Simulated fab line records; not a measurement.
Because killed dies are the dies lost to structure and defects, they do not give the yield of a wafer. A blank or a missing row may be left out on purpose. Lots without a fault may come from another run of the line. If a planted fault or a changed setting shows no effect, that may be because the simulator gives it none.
The tool behind it: which one?    flow gf180mcu    11 lots, 33 wafers sampled, at 4 steps of a route of 602

== WHAT THE GAUGES READ, wafer by wafer ==
GF_STI_CD_MEAS_12: the cd target is 220 nm.
lot   measured     on         cd nm (nm)
L773  day 2 07:37  cd sem-01  220.1 219.6 221.3
L782  day 4 06:17  cd sem-01  221.6 222.1 222.5
L785  day 4 23:12  cd sem-02  221.8 221.4 220.6
L786  day 5 01:52  cd sem-01  223.2 224.0 223.6
L787  day 5 08:17  cd sem-02  217.4 218.4 218.4
L788  day 5 13:01  cd sem-01  219.6 219.5 219.5
L789  day 5 17:49  cd sem-01  219.2 217.3 218.6
L791  day 6 03:25  cd sem-01  219.7 220.8 220.4
L792  day 6 08:25  cd sem-01  221.5 221.5 220.4
L794  day 6 18:34  cd sem-01  219.6 219.5 218.4
L795  day 7 00:44  cd sem-02  221.9 222.3 221.4

GF_VT_IMPLANT_OVL_MEAS_07.
lot   measured      on          VT_IMPLANT_OVL (nm)
L773  day 5 23:28   overlay-01  0.1 2.0 0.4
L782  day 8 09:08   overlay-02  - - -
L785  day 9 03:38   overlay-01  1.4 1.7 1.7
L786  day 9 09:10   overlay-01  0.2 1.8 1.4
L787  day 9 16:38   overlay-02  -0.1 0.1 0.9
L788  day 9 23:22   overlay-02  -1.7 1.1 1.9
L789  day 10 02:43  overlay-02  1.4 0.8 1.5
L791  day 10 18:28  overlay-01  2.1 3.1 2.3
L792  day 10 19:28  overlay-01  1.8 2.1 1.1
L794  day 11 07:10  overlay-02  1.7 2.4 2.6
L795  day 11 14:41  overlay-01  0.9 3.2 1.9

GF_VT_IMPLANT_TW_MEAS_10.
lot   measured      on             VT_IMPLANT_TW
L773  day 5 23:46   film metro-03  559.4 560.6 561.8
L782  day 8 09:25   film metro-04  30.0 30.0 30.2 29.9 30.0 30.0
L785  day 9 03:56   film metro-04  560.2 563.7 562.8
L786  day 9 09:28   film metro-01  565.0 564.0 562.8
L787  day 9 16:55   film metro-04  563.4 559.9 556.4
L788  day 9 23:38   film metro-01  564.2 566.7 566.8
L789  day 10 03:01  film metro-01  564.1 562.6 561.3
L791  day 10 18:44  film metro-03  560.8 560.1 564.4
L792  day 10 19:44  film metro-01  561.3 559.9 562.7
L794  day 11 07:28  film metro-01  558.8 559.9 558.4
L795  day 11 14:58  film metro-01  559.1 560.1 560.1

== WHICH TOOL RAN EACH LOT (tool, then ch and the chambers of the sampled wafers, then the start) ==
lot   GF_VT_IMPLANT_EXPOSE_04
L773  iline stepper-01 ch 0, day 5 16:04
L782  iline stepper-01 ch 0, day 8 00:53
L785  iline stepper-02 ch 0, day 8 19:17
L786  iline stepper-02 ch 0, day 9 00:28
L787  iline stepper-01 ch 0, day 9 07:28
L788  iline stepper-01 ch 0, day 9 15:41
L789  iline stepper-01 ch 0, day 9 19:10
L791  iline stepper-02 ch 0, day 10 08:37
L792  iline stepper-01 ch 0, day 10 10:47
L794  iline stepper-01 ch 0, day 10 21:36
L795  iline stepper-01 ch 0, day 11 05:19
- GF_VT_IMPLANT_EXPOSE_04: exposes mask LVPWELL LV AREA, target cd 600 nm.

== AS READ BY THE TOOLS THEMSELVES (means over the sampled wafers that have a number; for cases with no such wafer, the mark the record gives instead) ==
GF_VT_IMPLANT_EXPOSE_04.
lot   tool              exposure dose mJ cm2  focus offset nm (nm)  stage vel mm s (mm/s)
L773  iline stepper-01  140.02                0.4                   499.86
L782  iline stepper-01  139.92                -0.2                  500.40
L785  iline stepper-02  139.98                0.5                   499.85
L786  iline stepper-02  139.97                -0.1                  499.98
L787  iline stepper-01  140.09                0.2                   500.22
L788  iline stepper-01  139.98                -1.0                  499.88
L789  iline stepper-01  139.88                -0.2                  500.18
L791  iline stepper-02  139.95                0.4                   499.86
L792  iline stepper-01  139.97                0.2                   500.48
L794  iline stepper-01  139.85                -0.1                  500.04
L795  iline stepper-01  140.08                0.0                   500.06

== THE ANSWER, worked out from the rows above alone ==
Rule: what is usual is taken from the lots themselves. The widest of any qualifying gaps counts: lots, ordered by their means at a reading, are off when they make up no more than a third of the lots, leave a main group of 4 or more, and stand apart from it by 3 or more times the standard deviation of that group's means. A main group is skipped when, at the precision printed for the reading in the tables above, its means are all equal. Also off: a lot with no number at a reading for which 4 or more lots have one. All remaining lots with rows at the step are treated as sound. Order of review: gauges by route order, followed by the tools' own readings, for which a lot's mean as printed above is used. At the first step where some lot is off, the reading lying furthest off is the one used; lots without a number count as furthest.
Off: L782, seen at GF_VT_IMPLANT_OVL_MEAS_07 (VT_IMPLANT_OVL). Without a number there: L782. Mean 1.4 nm and standard deviation 0.7 in the main group.
A tool fits if, at a process step before that reading, it ran every lot that is off, and no sound lot after the first of them. The gauges at GF_VT_IMPLANT_OVL_MEAS_07 aren't tried: what is off there is off at GF_VT_IMPLANT_TW_MEAS_10 too, on other tools, and a gauge's error can't cause that. Not one of the candidates tried fits.

== WHAT HAD BEEN PUT IN BY THE SIMULATOR ==
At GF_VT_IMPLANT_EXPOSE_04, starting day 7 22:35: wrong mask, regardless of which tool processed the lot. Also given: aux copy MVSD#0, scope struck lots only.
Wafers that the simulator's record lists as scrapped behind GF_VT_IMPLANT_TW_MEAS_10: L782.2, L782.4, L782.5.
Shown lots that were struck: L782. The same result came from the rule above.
